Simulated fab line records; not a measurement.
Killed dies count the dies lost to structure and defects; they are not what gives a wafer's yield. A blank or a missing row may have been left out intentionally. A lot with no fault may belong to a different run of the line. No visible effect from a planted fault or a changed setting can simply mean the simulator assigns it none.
A struck lot beside a sound one | flow sky130 | 46 out of 708 route steps
Sound: the wafers L553.1, L553.4, L553.6. The struck wafers were L561.1, L561.4, L561.5. The cause is given at the end.
Each step with rows lists, per side, the tool, then ch with its chambers, then its first start. Under that, the readings that differ: sound wafers | struck wafers | difference of the means | sigmas: that difference in standard deviations of wafers without a fault.
alike: a reading whose means differ by less than 2 such deviations, as well as words and numbers matching on both sides. not compared: withheld readings; readings where some wafer has no value; bounds like >300 that might hide an equal value; numbers whose values overlap and for which the record gives no deviation.
A row with sigmas, a row that says differs or no value, or rows on one side alone: a step with any of these is where the two part. Non-overlapping numbers with no deviation appear without sigmas and do not part them. A reading that every wafer of one side lacks parts them only if that side has two wafers or more.

first, 1 step without rows for these wafers: SKY_NWELL_DEVELOP_22 (develop time 60 s).
SKY_NWELL_OVL_MEAS_23:
  sound: overlay-02 at day 6 09:13; struck: overlay-02 at day 8 09:22
  alike: NWELL_01_OVL
next, for these wafers, 1 step has no rows: SKY_NWELL_IMPLANT_24.
SKY_NWELL_STRIP_25: strips in O2/N2.
  sound on plasmaAsher-03 ch 0,1, day 6 09:25; struck on plasmaAsher-03 ch 0,1, day 8 09:33
reading                  | sound             | struck            | difference | sigmas
stripTimeToEndpointS (s) | 37.00 37.11 37.11 | 36.68 36.78 36.69 | -0.36      | -3
  alike: drypumpMotorCurrentA, oesProductAu
  not compared: rfHoursCounterH
SKY_NWELL_TW_MEAS_26:
  sound: filmMetro-04 at day 6 09:31; struck: filmMetro-04 at day 8 09:39
  alike: NWELL_2_TW
then, 1 step without rows for these wafers: SKY_NWELL_CLEAN_27 (cleans in SC1/SC2, time 150 s).
SKY_NWELL_RTA_28: time 30 s.
  sound on rtpAnneal-01 ch 0, day 6 09:38; struck on rtpAnneal-02 ch 0, day 8 09:46
  alike: chamberO2Ppm, lampPowerPct, wafer_temp_C_max
SKY_NWELL_RS_MEAS_29: uses a four-point probe to measure.
  sound: filmMetro-04 at day 6 09:44; struck: filmMetro-02 at day 8 09:52
reading           | sound             | struck            | difference | sigmas
NWELL_RS (ohm/sq) | 625.7 627.0 625.0 | 620.3 622.2 623.0 | -4.1       | -2
SKY_NWELL_RS_MEAS_31: uses a four-point probe to measure.
  sound: filmMetro-04 at day 6 09:58; struck: filmMetro-02 at day 8 10:06
  alike: PWDE_RS
then, 2 steps without rows for these wafers: SKY_VT_ADJUST_HVTP_DEHYDRATE_00 (time 60 s); SKY_VT_ADJUST_HVTP_HMDS_01 (prime time 60 s).
SKY_VT_ADJUST_HVTP_COAT_02: resist thk 1140 nm.
  struck on lithoTrack-01, day 8 20:20; sound on lithoTrack-03 ch 0, day 6 19:07
  no value came back on the struck wafers for chillPlateTempC (C), dispensePressureKPa (kPa); on the sound wafers chillPlateTempC (C) reads 23.31 23.11 23.32
then, 4 steps without rows for these wafers: SKY_VT_ADJUST_HVTP_SOFTBAKE_03 (time 60 s); SKY_VT_ADJUST_HVTP_EXPOSE_04 (exposes mask HVTPM, target cd 380 nm); SKY_VT_ADJUST_HVTP_PEB_05; SKY_VT_ADJUST_HVTP_DEVELOP_06 (develop time 60 s).
SKY_VT_ADJUST_HVTP_CD_MEAS_07: target cd 380 nm.
  sound: cdSem-02 at day 7 05:46; struck: cdSem-02 at day 9 06:10
reading   | sound             | struck | difference                    | sigmas
cdNm (nm) | 376.4 380.6 377.0 | - - -  | no value on the struck wafers | 
SKY_VT_ADJUST_HVTP_OVL_MEAS_08:
  sound: overlay-02 at day 7 05:53; struck: overlay-02 at day 9 06:17
reading                 | sound       | struck | difference                    | sigmas
VT_ADJUST_HVTP_OVL (nm) | 1.4 2.0 0.7 | - - -  | no value on the struck wafers | 
next, for these wafers, 1 step has no rows: SKY_VT_ADJUST_HVTP_IMPLANT_09.
SKY_VT_ADJUST_HVTP_STRIP_10: strips in O2/N2.
  sound on plasmaAsher-01 ch 0,1, day 7 06:05; struck on plasmaAsher-02 ch 0,1, day 9 06:28
  no value came back on the struck wafers for oesProductAu (a.u.), stripTimeToEndpointS (s); on the sound wafers oesProductAu (a.u.) reads 0.718 0.715 0.718
reading                  | sound          | struck         | difference | sigmas
drypumpMotorCurrentA (A) | 5.88 6.08 6.07 | 5.29 5.32 5.34 | -0.69      | -2
  not compared: rfHoursCounterH
SKY_VT_ADJUST_HVTP_TW_MEAS_11:
  sound: filmMetro-01 at day 7 06:11; struck: filmMetro-01 at day 9 06:34
  alike: VT_ADJUST_HVTP_TW
then, 7 steps without rows for these wafers: SKY_VT_ADJUST_LVTN_DEHYDRATE_00 (time 60 s); SKY_VT_ADJUST_LVTN_HMDS_01 (prime time 60 s); SKY_VT_ADJUST_LVTN_COAT_02 (resist thk 3000 nm); SKY_VT_ADJUST_LVTN_SOFTBAKE_03; SKY_VT_ADJUST_LVTN_EXPOSE_04 (exposes mask NWM COMPLEMENT LESS NATIVE, target cd 840 nm); SKY_VT_ADJUST_LVTN_PEB_05; SKY_VT_ADJUST_LVTN_DEVELOP_06 (develop time 60 s).
SKY_VT_ADJUST_LVTN_OVL_MEAS_07:
  sound: overlay-01 at day 8 01:55; struck: overlay-02 at day 10 03:56
reading                 | sound       | struck         | difference | sigmas
VT_ADJUST_LVTN_OVL (nm) | 0.8 1.4 0.8 | -2.1 -2.6 -5.0 | -4.2       | -3
next, for these wafers, 1 step has no rows: SKY_VT_ADJUST_LVTN_IMPLANT_08.
SKY_VT_ADJUST_LVTN_STRIP_09: strips in O2/N2.
  sound on plasmaAsher-02 ch 0,1, day 8 02:06; struck on plasmaAsher-03 ch 0,1, day 10 04:08
  alike: drypumpMotorCurrentA, oesProductAu, stripTimeToEndpointS
  not compared: rfHoursCounterH
SKY_VT_ADJUST_LVTN_TW_MEAS_10:
  sound: filmMetro-01 at day 8 02:12; struck: filmMetro-02 at day 10 04:16
reading           | sound             | struck               | difference | sigmas
VT_ADJUST_LVTN_TW | 239.4 239.4 239.4 | 1350.7 1360.1 1352.3 | +1115.0    | +99 or more
then, 7 steps without rows for these wafers: SKY_VT_ADJUST_LVTN_DEHYDRATE_11 (time 60 s); SKY_VT_ADJUST_LVTN_HMDS_12 (prime time 60 s); SKY_VT_ADJUST_LVTN_COAT_13 (resist thk 1140 nm); SKY_VT_ADJUST_LVTN_SOFTBAKE_14 (time 60 s); SKY_VT_ADJUST_LVTN_EXPOSE_15 (exposes mask HVN STD DERIVED, target cd 600 nm); SKY_VT_ADJUST_LVTN_PEB_16; SKY_VT_ADJUST_LVTN_DEVELOP_17 (develop time 60 s).
SKY_VT_ADJUST_LVTN_OVL_MEAS_18:
  sound: overlay-01 at day 8 22:02; struck: overlay-01 at day 11 02:52
  alike: VT_ADJUST_LVTN_01_OVL
next, for these wafers, 1 step has no rows: SKY_VT_ADJUST_LVTN_IMPLANT_19.
SKY_VT_ADJUST_LVTN_TW_MEAS_21:
  sound: filmMetro-01 at day 8 22:19; struck: filmMetro-01 at day 11 03:09
reading             | sound             | struck               | difference | sigmas
VT_ADJUST_LVTN_2_TW | 186.1 187.0 186.1 | 1351.0 1352.4 1347.3 | +1163.8    | +99 or more
SKY_VT_ADJUST_NCORE_TW_MEAS_11:
  sound: filmMetro-03 at day 9 19:03; struck: filmMetro-03 at day 12 03:50
reading            | sound             | struck               | difference | sigmas
VT_ADJUST_NCORE_TW | 218.8 218.8 217.8 | 1348.6 1347.9 1349.6 | +1130.2    | +99 or more
SKY_VT_ADJUST_HVTR_TW_MEAS_11:
  sound: filmMetro-01 at day 10 16:10; struck: filmMetro-04 at day 13 05:35
reading           | sound             | struck               | difference | sigmas
VT_ADJUST_HVTR_TW | 208.8 208.7 207.6 | 1354.9 1350.4 1351.8 | +1144.0    | +99 or more
SKY_VT_ADJUST_PCH_TW_MEAS_10:
  sound: filmMetro-03 at day 11 15:49; struck: filmMetro-04 at day 14 08:07
reading          | sound             | struck               | difference | sigmas
VT_ADJUST_PCH_TW | 142.5 141.7 142.0 | 1349.2 1348.8 1336.9 | +1202.9    | +99 or more
SKY_SONOS_TUNNEL_TW_MEAS_12:
  sound: filmMetro-02 at day 12 16:45; struck: filmMetro-01 at day 15 11:31
reading         | sound             | struck               | difference | sigmas
SONOS_TUNNEL_TW | 196.7 196.0 196.4 | 1357.1 1345.8 1347.4 | +1153.7    | +99 or more

== WHERE THEY PART ==
Earliest at SKY_NWELL_STRIP_25; latest, in this record, at SKY_SONOS_TUNNEL_TW_MEAS_12.

WHY: what had been put in by the simulator
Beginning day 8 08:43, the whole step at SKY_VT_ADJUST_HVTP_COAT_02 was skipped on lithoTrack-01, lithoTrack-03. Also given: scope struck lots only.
